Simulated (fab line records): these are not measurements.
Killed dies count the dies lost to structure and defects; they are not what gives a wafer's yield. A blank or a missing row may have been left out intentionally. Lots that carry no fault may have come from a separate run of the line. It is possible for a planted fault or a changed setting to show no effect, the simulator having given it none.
Commonality check across tools ; flow gf180mcu ; 13 lots and 39 wafers in the sample

== WHAT PROMPTED THE OPENING ==
GF_MVPSD_TW_MEAS_11, reading MVPSD_TW: flagged on 2 of 13 lots. No-fault wafers: 554, standard deviation 4.8.
Rule: a lot gets a flag if all its wafers with a number sit over 4 standard deviations from that mean, or if no wafer of it has a number. As for the other lots, they are considered sound.

lot;measured;on;MVPSD_TW, wafer by wafer;flag
L832;day 5 00:46;film_metro-03;558 554 556;
L834;day 5 13:48;film_metro-01;552 551 553;
L835;day 5 16:14;film_metro-03;558 558 559;
L838;day 6 11:34;film_metro-03;557 560 560;
L839;day 6 17:41;film_metro-04;546 547 546;
L840;day 7 00:08;film_metro-03;559 560 562;
L841;day 7 08:38;film_metro-03;445 446 448;FLAGGED
L844;day 7 22:07;film_metro-01;443 441 441;FLAGGED
L849;day 9 06:20;film_metro-04;550 548 548;
L851;day 9 19:42;film_metro-04;550 546 550;
L852;day 10 06:49;film_metro-04;550 547 548;
L854;day 10 17:13;film_metro-01;555 551 550;
L855;day 11 00:55;film_metro-03;558 559 559;
The mean of the flagged lots' numbers is 444, -110 from the usual (-23 standard deviations).

== EACH LOT AND THE TOOL IT RAN ON ==
The record keeps 1 process step preceding the reading, out of 602 steps on the route. Every cell lists first the tool, next ch and the chambers used by the sampled wafers, and last the start.
lot;flag;GF_MVPSD_IMPLANT_08
L832;;implanter-03 ch 0, day 5 00:22
L834;;implanter-03 ch 0, day 5 13:25
L835;;implanter-02 ch 0, day 5 15:50
L838;;implanter-03 ch 0, day 6 11:10
L839;;implanter-03 ch 0, day 6 17:17
L840;;implanter-02 ch 0, day 6 23:46
L841;FLAGGED;implanter-03 ch 0, day 7 08:14
L844;FLAGGED;implanter-03 ch 0, day 7 21:44
L849;;implanter-02 ch 0, day 9 05:56
L851;;implanter-02 ch 0, day 9 19:19
L852;;implanter-03 ch 0, day 10 06:25
L854;;implanter-02 ch 0, day 10 16:49
L855;;implanter-02 ch 0, day 11 00:31
What the steps here do:
- GF_MVPSD_IMPLANT_08
- GF_MVPSD_TW_MEAS_11

== FLAGGED OVER TOTAL, TOOL BY TOOL (the gauges that took the reading come last) ==
step;tool;lots run;flagged;share of the flagged lots;sound lots run after its first flagged lot
GF_MVPSD_IMPLANT_08;implanter-02;6;0;none;-
GF_MVPSD_IMPLANT_08;implanter-03;7;2;all;1 (L852)
GF_MVPSD_TW_MEAS_11;film_metro-01;3;1;some;1 (L854)
GF_MVPSD_TW_MEAS_11;film_metro-03;6;1;some;1 (L855)
GF_MVPSD_TW_MEAS_11;film_metro-04;4;0;none;-

== WHAT IS ALLOWED BY THE TABLE ==
All flagged lots share 1 row of the table, namely implanter-03 at GF_MVPSD_IMPLANT_08.
- implanter-03 at GF_MVPSD_IMPLANT_08: 2 of its 7 lots flagged. Sound lots followed the first flagged one (L852) on it, something a lasting fault affecting the whole tool could not allow. Its own readings (dose_ions_cm2, faraday_current_uA) fall more than 4 standard deviations out on all wafers of the flagged lots.
Every row of the table either missed a flagged lot or ran a sound lot after the first.

== WHAT THE SIMULATOR HAD PUT IN ==
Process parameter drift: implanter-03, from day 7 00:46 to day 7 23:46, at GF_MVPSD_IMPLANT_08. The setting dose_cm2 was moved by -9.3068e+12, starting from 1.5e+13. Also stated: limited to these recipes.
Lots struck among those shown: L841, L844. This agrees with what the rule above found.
